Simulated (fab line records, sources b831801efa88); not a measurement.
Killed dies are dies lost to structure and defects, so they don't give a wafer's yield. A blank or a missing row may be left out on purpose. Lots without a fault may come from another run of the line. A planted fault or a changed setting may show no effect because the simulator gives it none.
Split-lot experiment | flow sky130 | 5 lots, 23 wafers read, on a route of 708 steps

THE SPLIT
At SKY_LOCAL_INTERCONNECT_SPUTTER_00 (material TiN, target thk 100 nm, time 83.3 s), the setting time_s was moved away from the recipe's 83.3 s on 8 of the 23 wafers read, by -13.9% to +6.2%. The other wafers ran this setting at the recipe's value.

FROM THE SPLIT TO THE READING: what the file shows between them, 1 step
- SKY_LOCAL_INTERCONNECT_RS_MEAS_01: measures by four-point-probe

THE READING
LOCAL_INTERCONNECT_TIN_THK, in nm, at SKY_LOCAL_INTERCONNECT_THK_MEAS_02 (measures by xrf). Fault-free wafers of this fab line usually give 102.1 nm, standard deviation 1.8 nm.

wafer  | tool, chamber at the split | time_s as run, s | against the recipe | LOCAL_INTERCONNECT_TIN_THK, nm | against lot-mates on the recipe
L079.1 | pvd_sputter-03, -          | 78.4             | -5.9%              | 95.9                           | -5.0
L079.2 | pvd_sputter-03, -          | 83.3             | recipe             | 100.4                          | -
L079.3 | pvd_sputter-03, -          | 83.3             | recipe             | 101.1                          | -
L079.4 | pvd_sputter-03, -          | 78.4             | -5.9%              | 95.6                           | -5.3
L079.6 | pvd_sputter-03, -          | 83.3             | recipe             | 101.3                          | -
L080.1 | pvd_sputter-02, -          | 83.3             | recipe             | 103.6                          | -
L080.2 | pvd_sputter-02, -          | 88.46            | +6.2%              | 107.9                          | +5.6
L080.4 | pvd_sputter-02, -          | 83.3             | recipe             | 102.4                          | -
L080.5 | pvd_sputter-02, -          | 83.3             | recipe             | 101.0                          | -
L080.6 | pvd_sputter-02, -          | 88.46            | +6.2%              | 109.4                          | +7.1
L081.1 | pvd_sputter-02, -          | 83.3             | recipe             | 105.0                          | -
L081.2 | pvd_sputter-02, -          | 83.3             | recipe             | 103.1                          | -
L081.3 | pvd_sputter-02, -          | 83.3             | recipe             | 102.6                          | -
L084.2 | pvd_sputter-01, -          | 83.3             | recipe             | 99.7                           | -
L084.3 | pvd_sputter-01, -          | 83.3             | recipe             | 99.4                           | -
L084.4 | pvd_sputter-01, -          | 71.74            | -13.9%             | 83.7                           | -15.9
L084.5 | pvd_sputter-01, -          | 83.3             | recipe             | 99.8                           | -
L084.6 | pvd_sputter-01, -          | 71.74            | -13.9%             | 86.0                           | -13.6
L085.1 | pvd_sputter-02, -          | 83.3             | recipe             | 102.3                          | -
L085.2 | pvd_sputter-02, -          | 79.53            | -4.5%              | 97.8                           | -4.1
L085.3 | pvd_sputter-02, -          | 83.3             | recipe             | 102.5                          | -
L085.5 | pvd_sputter-02, -          | 83.3             | recipe             | 100.9                          | -
L085.6 | pvd_sputter-02, -          | 79.53            | -4.5%              | 97.6                           | -4.3

THE FIT
A straight line over all 23 wafers: LOCAL_INTERCONNECT_TIN_THK changes by +1.16 nm for each +1% of time_s; r = +0.97; the points scatter about the line by 1.5 nm.
The same after taking each lot's own level away (the mean of its wafers on the recipe; 23 wafers): +1.03 nm for each +1%; r = +0.99; scatter 0.84 nm.
On that fit, the largest move of time_s shifts the reading by 14 nm.
The lots' own levels span 99.63 to 103.57 nm, that is 2.2 times the standard deviation above.
So the lot-to-lot level changes the slope: the two fits differ.
Check: with one of the wafers moved furthest among these (-13.9%) left out of the fit, the line predicts -13.4 nm for it against its lot-mates. It came out at -15.9 nm against them.

OTHER SPLITS ON THESE WAFERS
These wafers also went through other splits before the reading. Each is held against what the fit with the lots' levels taken away leaves over:
other split on the same wafers     | wafers away from the commonest value | r with LOCAL_INTERCONNECT_TIN_THK (lot level and that fit taken away)
SKY_LDD_LDN_IMPLANT_09 dose_cm2    | 7                                    | -0.22
SKY_SD_P_DEVELOP_06 develop_time_s | 7                                    | -0.08
SKY_SD_P_IMPLANT_09 energy_kev     | 9                                    | -0.07
SKY_SD_N_EXPOSE_04 dose_mj         | 5                                    | +0.56
SKY_SD_N_IMPLANT_10 energy_kev     | 7                                    | +0.26
SKY_LI_CONTACT_EXPOSE_09 dose_mj   | 6                                    | -0.40
SKY_LI_CONTACT_SPUTTER_20 time_s   | 10                                   | -0.10

THE WHOLE CHAIN: every reading that the file lists as answering this split, in the file's order
step                               | what it does                                 | reading                                                                                      | change (the file's fit)              | r (the file's)
SKY_LOCAL_INTERCONNECT_SPUTTER_00  | material TiN, target thk 100 nm, time 83.3 s | TiN_of_LOCAL_INTERCONNECT_SPUTTER_00.thk_nm (the simulator's own value, which no gauge read) | +1.02 nm for each +1% of the setting | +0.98
SKY_LOCAL_INTERCONNECT_RS_MEAS_01  | measures by four-point-probe                 | LOCAL_INTERCONNECT_TIN_RS                                                                    | -0.171 for each +1% of the setting   | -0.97
SKY_LOCAL_INTERCONNECT_THK_MEAS_02 | measures by xrf                              | LOCAL_INTERCONNECT_TIN_THK                                                                   | +1.03 for each +1% of the setting    | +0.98

THE FILE'S OWN FIT
LOCAL_INTERCONNECT_TIN_THK changes by +1.03 nm for each +1% of time_s, r = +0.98.
